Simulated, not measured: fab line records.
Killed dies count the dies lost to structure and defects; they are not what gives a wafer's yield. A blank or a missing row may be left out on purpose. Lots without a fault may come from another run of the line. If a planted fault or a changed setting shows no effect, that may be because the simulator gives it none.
A lot that was struck, set against a sound lot / flow gf180mcu / 16 out of 602 route steps
Sound: wafers L152.1, L152.4, L152.6. Wafers struck: L161.2, L161.3, L161.6. The cause is named last.
For every step that has rows: the tool of each side, followed by ch and its chambers, followed by its first start. Under that, the readings that differ: sound wafers / struck wafers / difference of the means / sigmas: that difference in standard deviations of wafers without a fault.
alike: a reading whose means differ by less than 2 such deviations, as well as words and numbers matching on both sides. not compared: withheld readings; readings where some wafer has no value; bounds like >300 that might hide an equal value; numbers whose values overlap and for which the record gives no deviation.
The two part at a step that has a row with sigmas, a row that says differs or no value, or rows on one side only. Numbers that don't overlap but have no deviation are shown without sigmas and don't part them. A reading missing from all wafers of one side parts the sides only when that side holds two or more wafers.

first, 3 steps without rows for these wafers: GF_V2_EXPOSE_11 (exposes mask Via2, target cd 260 nm); GF_V2_PEB_12 (peb time 90 s); GF_V2_DEVELOP_13 (develop time 60 s).
GF_V2_CD_MEAS_14: target cd 260 nm.
  sound: cdSem-02 at day 20 20:25; struck: cdSem-01 at day 23 21:01
  alike: cdNm
GF_V2_OVL_MEAS_15:
  sound: overlay-02 at day 20 20:32; struck: overlay-01 at day 23 21:07
  alike: V2_OVL
GF_V2_ETCH_16: etches BARC in N2/H2.
  sound on rieDiel-04 ch 0,1,3, day 20 20:35; struck on rieDiel-01 ch 1,2,3, day 23 21:08
  alike: drypumpMotorCurrentA, oesProductAu, throttleValvePct
GF_V2_ETCH_17: etches SiO2 in C4F8/O2/Ar, stops on TiN, target depth 630 nm.
  sound on rieDiel-04 ch 0,1,3; struck on rieDiel-01 ch 1,2,3
  alike: oesProductAu
GF_V2_STRIP_18: strips in O2/N2.
  sound on plasmaAsher-03 ch 0,1, day 20 20:43; struck on plasmaAsher-03 ch 0,1, day 23 21:16
  alike: drypumpMotorCurrentA, heaterPowerW, oesProductAu
  not compared: rfHoursCounterH
then, 2 steps without rows for these wafers: GF_V2_STRIP_19 (strips in post etch residue remover, time 1200 s); GF_V2_CLEAN_20 (cleans in DIW).
GF_V2_SPUTTER_21: material Ti, target thk 15 nm, time 80.02 s.
  sound: pvdSputter-03 at day 20 21:16; struck: pvdSputter-02 at day 23 21:48
  alike: throttleValvePct
GF_V2_SPUTTER_22: material TiN, target thk 10 nm, time 40 s.
  sound: pvdSputter-03 at day 20 21:20; struck: pvdSputter-02 at day 23 21:52
  alike: throttleValvePct
GF_V2_CVD_23: deposits W, target thk 350 nm, time 104.94 s.
  sound on cvdW-02 ch 0, day 20 21:22; struck on cvdW-01 ch 0,1, day 23 21:54
  no value came back on the struck wafers for chamberPressureTorr (Torr), heaterPowerOuterW (W), heaterPowerW (W); on the sound wafers chamberPressureTorr (Torr) reads 40.09 39.98 39.92
GF_V2_RS_MEAS_24: the measuring method here is four-point-probe.
  sound: filmMetro-02 at day 20 21:29; struck: filmMetro-01 at day 23 22:02
reading=V2_W_RS (ohm/sq); sound=0.326 0.322 0.324; struck=44.166 43.621 43.946; difference=+43.587; sigmas=+99 or more
GF_V2_THK_MEAS_25: measures by xrf.
  sound: filmMetro-02 at day 20 21:36; struck: filmMetro-01 at day 23 22:09
  not compared: V2_W_THK
GF_V2_CMP_26: polishes, stops on SiO2, t overpolish 15 s, target thk 0 nm.
  sound on cmp-02 ch 0,1, day 20 21:40; struck on cmp-02 ch 0,2, day 23 22:12
reading=timeToEndpointS (s); sound=86 92 88; struck=8 6 5; difference=-82; sigmas=-20
  alike: motorCurrentA

== WHERE THEY PART ==
First at GF_V2_CVD_23; last, within this record, at GF_V2_CMP_26.

WHY: what had been put in by the simulator
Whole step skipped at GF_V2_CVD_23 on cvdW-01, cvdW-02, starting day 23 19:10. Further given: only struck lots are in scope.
